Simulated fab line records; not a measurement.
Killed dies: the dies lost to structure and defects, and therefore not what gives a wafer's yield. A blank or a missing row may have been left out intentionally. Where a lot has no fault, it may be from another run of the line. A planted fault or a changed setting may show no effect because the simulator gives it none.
2 desks, one fault || flow sky130 || each desk has only its own numbers; what lay behind them comes last

THE METROLOGY DESK
What the gauges read for every lot (on any tool): the sampled wafers with a number, averaged. A lot is out of limits, marked OUT, if its mean lies more than 4 standard deviations from the usual mean; the brackets give that distance.
Columns: A = VIA2_HDPCVD_THK at SKY_VIA2_THK_MEAS_01, usual 1183 nm; B = CAPM_TIN_RS at SKY_CAPM_RS_MEAS_03, usual 6.94 ohm/sq; C = CAPM_TIN_THK at SKY_CAPM_THK_MEAS_04, usual 196.3 nm; D = CAPM_OVL at SKY_CAPM_OVL_MEAS_12, usual -0.4 nm
{"lot": "L467", "first seen here": "day 35 00:10", "A": 1185, "B": 7.00, "C": 195.1, "D": -0.1}
{"lot": "L469", "first seen here": "day 35 22:28", "A": 1167, "B": 7.05, "C": 194.4, "D": -0.0}
{"lot": "L470", "first seen here": "day 36 17:28", "A": 1191, "B": 7.00, "C": 194.9, "D": -1.3}
{"lot": "L473", "first seen here": "day 37 06:08", "A": 1178, "B": 6.92, "C": 196.6, "D": -0.9}
{"lot": "L475", "first seen here": "day 37 22:37", "A": 1181, "B": 6.99, "C": 194.7, "D": 0.5}
{"lot": "L478", "first seen here": "day 39 00:31", "A": 1188, "B": 6.93, "C": 196.8, "D": -0.9}
{"lot": "L483", "first seen here": "day 40 00:43", "A": 1190, "B": 6.88, "C": 198.1, "D": -1.7}
{"lot": "L486", "first seen here": "day 41 06:58", "A": 1180, "B": 7.08, "C": 191.8, "D": -1.7}
{"lot": "L487", "first seen here": "day 41 11:37", "A": 1170, "B": 6.93, "C": 197.0, "D": -0.2}
{"lot": "L488", "first seen here": "day 41 13:44", "A": 1183, "B": 6.86, "C": 197.7, "D": -0.2}
{"lot": "L489", "first seen here": "day 41 18:31", "A": 1198, "B": 6.92, "C": 196.4, "D": -0.9}
Finding of this desk: none of the 11 lots has anything out of limits.

THE TOOL OWNER'S DESK: pvd-sputter-01
The tool's own readings at SKY_CAPM_SPUTTER_02 (material TiN, target thk 200 nm, time 166.7 s): means of the sampled wafers that have a number, for each lot that ran on this tool. A lot is out of limits, marked OUT, if its mean lies more than 4 standard deviations from the usual mean; the brackets give that distance.
Columns: A = throttle-valve-pct at SKY_CAPM_SPUTTER_02, usual 30.3 %
{"lot": "L467", "first seen here": "day 36 04:43", "A": 30.7}
{"lot": "L469", "first seen here": "day 37 02:20", "A": 30.5}
{"lot": "L470", "first seen here": "day 37 21:23", "A": 30.9}
{"lot": "L475", "first seen here": "day 39 02:46", "A": 30.3}
{"lot": "L483", "first seen here": "day 41 03:16", "A": 30.3}
{"lot": "L486", "first seen here": "day 42 08:28", "A": 29.7}
Finding of this desk: none of the 6 lots has anything out of limits.

ALL TOGETHER
The metrology desk saw nothing out of limits.
The desk of the tool owner found nothing out of limits.

WHAT THE SIMULATOR HAD PUT IN
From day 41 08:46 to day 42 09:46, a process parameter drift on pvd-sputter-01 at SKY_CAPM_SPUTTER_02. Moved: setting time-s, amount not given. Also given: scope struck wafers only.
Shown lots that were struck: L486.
